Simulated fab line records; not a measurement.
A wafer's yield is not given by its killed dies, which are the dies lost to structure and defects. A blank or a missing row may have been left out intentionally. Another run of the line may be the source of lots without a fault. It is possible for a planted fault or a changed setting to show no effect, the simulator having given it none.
fab line records ; flow sky130
record: lots: 5; wafers: 15; lastDay: 50
route steps=708 shown PWDE@48 NWELL@56
lots that met no fault: taken from a fault-free run of the same line
startH: the number of hours between the record's first day and the start of the first shown wafer of the lot ; waitH: hours from the lot's prior step to this one ; " unchanged from the row above ; L1.1+2: a row that stands for several wafers ; - no value, or no start was given ; * or withheld: withheld ; < > ~ a bound
route shown NAME@n: a module of which the file shows steps, and the number in the route of the first ; usual: mean/standard deviation taken from wafers without a fault ; same: alike in all rows ; chamber/n: place in a boat ; sites: readings site by site ; _std_site: standard deviation across them ; _edge_site: the outer-site mean with the inner-site mean subtracted ; radiusMm: for every site, how far away it sits from the centre of the wafer ; mask NAME#n: copy n ; behind: the last tool/chamber to shape the wafer ; hold: reason for holding the lot/hours on hold/outcome of the hold ; device: names the non-switching transistor (n, p or np) ; end of line: the tests these same wafers got at the end of their route ; a step with no rows: only its recipe ; killed: at the first sort, the dies lost to defects and structure; wafer yield is something else ; map: a wafer's dies, x killed, . not, _ none there
set.NAME: setting as actually run; set.NAME@STEP: the setting as run at that earlier step ; model.NAME: the simulator's own value behind a step, which no gauge read
a table for each step, a row for each wafer; lots at some steps of the route
services: a tool's chamber out of use, with start hour (startH, from the record's first day; less than 0 if before it), hours out, and reason
== steps ==
step: SKY_PWDE_SOFTBAKE_03
recipe: tempC: 110; timeS: withheld
step: SKY_PWDE_EXPOSE_04
recipe: maskId: PWDEM; na: 0.6; sourceShape: conventional; sigmaOuter: 0.6; polarization: unpolarized; targetCdNm: 840; doseMj: 214
step: SKY_PWDE_PEB_05
recipe: tempC: 115; timeS: withheld
step: SKY_PWDE_DEVELOP_06
recipe: wallAngleDeg: 90; developer: TMAH; developTimeS: 60; devTempC: 23
step: SKY_PWDE_OVL_MEAS_07
usual: PWDE_OVL: 0.8/1.3
lot.wafer;tool;chamber;startH;waitH;PWDE_OVL[nm]
L453.2;overlay-02;-;99.05;-;-0.7
L453.3;overlay-02;-;99.05;-;1.9
L453.4;overlay-02;-;99.05;-;0.7
L454.1;overlay-01;-;109.14;-;1.5
L454.4;overlay-01;-;109.14;-;-0.9
L454.5;overlay-01;-;109.14;-;2.1
L459.3;overlay-01;-;143.45;-;1.9
L459.4;overlay-01;-;143.45;-;2.0
L459.5;overlay-01;-;143.45;-;1.4
L461.1;overlay-01;-;157.39;-;0.9
L461.3;overlay-01;-;157.39;-;0.9
L461.4;overlay-01;-;157.39;-;2.6
L469.2;overlay-01;-;191.85;-;2.1
L469.3;overlay-01;-;191.85;-;1.5
L469.5;overlay-01;-;191.85;-;1.8
step: SKY_PWDE_IMPLANT_08
recipe: species: B; energyKev: 150; doseCm2: 3.6e+12; tiltDeg: withheld
step: SKY_PWDE_STRIP_09
recipe: chemistry: O2/N2; powerW: 1400; pressureMtorr: 1500; platenTempC: withheld; o2FlowSccm: 3000; n2FlowSccm: 300; overashFraction: 0.5
usual: drypumpMotorCurrentA: 5.38/0.2; o2FlowSccm: 3000/8.8; oesProductAu: 0.722/0.0044; stripTimeToEndpointS: 36.93/0.11
lot.wafer;tool;chamber;startH;waitH;drypumpMotorCurrentA;o2FlowSccm;oesProductAu;rfHoursCounterH;stripTimeToEndpointS
L453.2;plasmaAsher-01;1;99.23;0.1;5.47;3006;0.726;43;36.89
L453.3;plasmaAsher-01;0;99.23;0.1;5.47;3011;0.724;-;36.93
L453.4;plasmaAsher-01;1;99.23;0.1;5.47;3010;0.725;-;36.95
L454.1;plasmaAsher-02;1;109.33;0.1;5.48;2999;0.720;41;36.98
L454.4;plasmaAsher-02;1;109.33;0.1;5.47;2987;0.724;-;36.99
L454.5;plasmaAsher-02;0;109.33;0.1;5.63;2991;0.717;-;36.86
L459.3;plasmaAsher-01;1;143.66;0.1;5.47;2999;0.725;-;36.86
L459.4;plasmaAsher-01;0;143.66;0.1;5.43;3002;0.721;-;36.90
L459.5;plasmaAsher-01;1;143.66;0.1;5.47;2989;0.733;-;36.94
L461.1;plasmaAsher-02;1;157.58;0.1;5.47;2993;0.721;46;36.97
L461.3;plasmaAsher-02;1;157.58;0.1;5.48;2995;0.721;-;36.93
L461.4;plasmaAsher-02;0;157.58;0.1;5.61;2983;0.720;-;36.87
L469.2;plasmaAsher-04;1;192.03;0.1;5.01;2995;0.720;38;36.98
L469.3;plasmaAsher-04;1;192.03;0.1;4.97;2993;0.728;-;36.95
L469.5;plasmaAsher-04;0;192.03;0.1;5.30;2999;0.723;-;36.95
step: SKY_PWDE_TW_MEAS_10
usual: PWDE_TW: 374/4.6
lot.wafer;tool;chamber;startH;waitH;PWDE_TW
L453.2;filmMetro-04;-;99.34;0.1;377
L453.3;filmMetro-04;-;99.34;0.1;377
L453.4;filmMetro-04;-;99.34;0.1;374
L454.1;filmMetro-04;-;109.43;0.1;374
L454.4;filmMetro-04;-;109.43;0.1;377
L454.5;filmMetro-04;-;109.43;0.1;375
L459.3;filmMetro-04;-;143.75;0.1;380
L459.4;filmMetro-04;-;143.75;0.1;379
L459.5;filmMetro-04;-;143.75;0.1;379
L461.1;filmMetro-04;-;157.68;0.1;376
L461.3;filmMetro-04;-;157.68;0.1;379
L461.4;filmMetro-04;-;157.68;0.1;379
L469.2;filmMetro-01;-;192.14;0.1;365
L469.3;filmMetro-01;-;192.14;0.1;366
L469.5;filmMetro-01;-;192.14;0.1;366
step: SKY_NWELL_DEHYDRATE_03
recipe: tempC: 200; timeS: 60
step: SKY_NWELL_HMDS_04
recipe: primeTimeS: 60; primeTempC: 120
step: SKY_NWELL_COAT_05
recipe: spinRpm: 2000; resistThkNm: 3000
step: SKY_NWELL_SOFTBAKE_06
recipe: tempC: 110; timeS: withheld
step: SKY_NWELL_EXPOSE_07
recipe: maskId: NWM; na: 0.6; sourceShape: conventional; sigmaOuter: 0.6; polarization: unpolarized; targetCdNm: 840; doseMj: 255
lot.wafer;tool;chamber;startH;waitH;mask
L453.2+3+4;ilineStepper-01;0;108.25;-;NWM#0
L454.1+4+5;ilineStepper-02;0;117.64;-;NWM#0
L459.3+4+5;ilineStepper-01;0;154.11;-;HVTPM#0
L461.1+3+4;ilineStepper-02;0;167.97;-;NWM#0
L469.2+3+5;ilineStepper-02;0;203.44;-;NWM#0
step: SKY_NWELL_PEB_08
recipe: tempC: 115; timeS: withheld
step: SKY_NWELL_DEVELOP_09
recipe: wallAngleDeg: 90; developer: TMAH; developTimeS: 60; devTempC: 23
step: SKY_NWELL_OVL_MEAS_10
usual: NWELL_00_OVL: -0.7/1.7
lot.wafer;tool;chamber;startH;waitH;NWELL_00_OVL[nm]
L453.2;overlay-02;-;116.33;-;-3.3
L453.3;overlay-02;-;116.33;-;0.0
L453.4;overlay-02;-;116.33;-;0.8
L454.1;overlay-02;-;126.29;-;-0.2
L454.4;overlay-02;-;126.29;-;1.2
L454.5;overlay-02;-;126.29;-;0.4
L459.3;overlay-02;-;163.34;-;-
L459.4;overlay-02;-;163.34;-;-
L459.5;overlay-02;-;163.34;-;-
L461.1;overlay-02;-;177.79;-;0.2
L461.3;overlay-02;-;177.79;-;0.5
L461.4;overlay-02;-;177.79;-;-0.1
L469.2;overlay-02;-;214.23;-;-1.5
L469.3;overlay-02;-;214.23;-;-1.5
L469.5;overlay-02;-;214.23;-;-0.5
step: SKY_NWELL_IMPLANT_11
recipe: species: P; energyKev: 400; doseCm2: 1.9e+13; tiltDeg: withheld
step: SKY_NWELL_IMPLANT_12
recipe: species: P; energyKev: 120.8; doseCm2: 1.3e+12; tiltDeg: withheld
step: SKY_NWELL_IMPLANT_13
recipe: species: P; energyKev: 50; doseCm2: 7e+11; tiltDeg: withheld
step: SKY_NWELL_STRIP_14
recipe: chemistry: O2/N2; powerW: 1400; pressureMtorr: 1500; platenTempC: withheld; o2FlowSccm: 3000; n2FlowSccm: 300; overashFraction: 0.5
usual: drypumpMotorCurrentA: 5.5/0.32; o2FlowSccm: 3000/8.8; oesProductAu: 0.722/0.0044; stripTimeToEndpointS: 36.95/0.13
lot.wafer;tool;chamber;startH;waitH;drypumpMotorCurrentA;o2FlowSccm;oesProductAu;rfHoursCounterH;stripTimeToEndpointS
L453.2;plasmaAsher-02;0;116.81;0.1;5.6;2981;0.724;42;36.81
L453.3;plasmaAsher-02;0;116.81;0.1;5.6;2990;0.724;-;36.85
L453.4;plasmaAsher-02;1;116.81;0.1;5.5;3002;0.719;-;36.90
L454.1;plasmaAsher-02;0;126.78;0.1;5.6;2998;0.714;43;36.89
L454.4;plasmaAsher-02;1;126.78;0.1;5.5;3020;0.718;-;36.89
L454.5;plasmaAsher-02;1;126.78;0.1;5.5;3005;0.716;-;36.89
L459.3;plasmaAsher-03;0;163.85;0.1;6.0;2993;0.722;-;36.81
L459.4;plasmaAsher-03;1;163.85;0.1;5.9;2975;0.721;-;36.92
L459.5;plasmaAsher-03;0;163.85;0.1;6.0;3005;0.718;-;36.77
L461.1;plasmaAsher-03;0;178.28;0.1;6.0;3011;0.724;48;36.90
L461.3;plasmaAsher-03;0;178.28;0.1;6.0;3009;0.736;-;37.03
L461.4;plasmaAsher-03;1;178.28;0.1;5.9;3002;0.727;-;36.95
L469.2;plasmaAsher-04;0;214.71;0.1;5.3;3001;0.717;41;36.84
L469.3;plasmaAsher-04;0;214.71;0.1;5.3;3001;0.734;-;36.88
L469.5;plasmaAsher-04;0;214.71;0.1;5.3;3008;0.727;-;36.79
step: SKY_NWELL_TW_MEAS_15
usual: NWELL_TW: 1816/22
lot.wafer;tool;chamber;startH;waitH;hold;NWELL_TW
L453.2;filmMetro-04;-;116.92;0.1;-;1819
L453.3;filmMetro-04;-;116.92;0.1;-;1831
L453.4;filmMetro-04;-;116.92;0.1;-;1836
L454.1;filmMetro-01;-;126.88;0.1;-;1799
L454.4;filmMetro-01;-;126.88;0.1;-;1799
L454.5;filmMetro-01;-;126.88;0.1;-;1793
L459.3;filmMetro-04;-;163.93;0.1;awaitDispo/0.2h/release;30
L459.4;filmMetro-04;-;163.93;0.1;awaitDispo/0.2h/release;30
L459.5;filmMetro-04;-;163.93;0.1;awaitDispo/0.2h/release;30
L459.3;filmMetro-04;-;164.16;0.2;-;30
L459.4;filmMetro-04;-;164.16;0.2;-;30
L459.5;filmMetro-04;-;164.16;0.2;-;31
L461.1;filmMetro-01;-;178.38;0.1;-;1788
L461.3;filmMetro-01;-;178.38;0.1;-;1790
L461.4;filmMetro-01;-;178.38;0.1;-;1783
L469.2;filmMetro-03;-;214.82;0.1;-;1801
L469.3;filmMetro-03;-;214.82;0.1;-;1807
L469.5;filmMetro-03;-;214.82;0.1;-;1813
== services ==
tool;chamber;startH;hours;kind
ilineStepper-01;-;80.86;1.7;pm
plasmaAsher-01;-;93.36;2.8;pm
plasmaAsher-01;-;108.75;9.0;pm
plasmaAsher-01;0;108.75;9.0;ventCycle
plasmaAsher-01;1;108.75;9.0;ventCycle
plasmaAsher-01;0;117.75;-;clean
plasmaAsher-01;1;117.75;-;clean
ilineStepper-02;-;140.16;1.2;repair
plasmaAsher-02;-;158.28;8.8;repair
ilineStepper-02;-;186.65;2.8;repair
plasmaAsher-02;-;191.94;1.1;repair
== key ==
firstSign: step: SKY_NWELL_EXPOSE_07; reading: mask; direction: changed
effect: step: SKY_NWELL_OVL_MEAS_10; reading: NWELL_00_OVL; direction: missing
effect: step: SKY_NWELL_TW_MEAS_15; reading: visit; direction: added
effect: step: SKY_NWELL_TW_MEAS_15; reading: NWELL_TW; direction: down; sigmas: 79; usual: 1816; struck: 30
metAt SKY_NWELL_EXPOSE_07
struckWafers L459.3,L459.4,L459.5
scrappedBehind SKY_NWELL_TW_MEAS_15 L459.3,L459.4,L459.5
onsetBetween 108.25 154.11
fault: kind: wrongMask; tool: any; chamber: -; onsetH: 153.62; steps: SKY_NWELL_EXPOSE_07; auxCopy: HVTPM#0; scope: struckLotsOnly
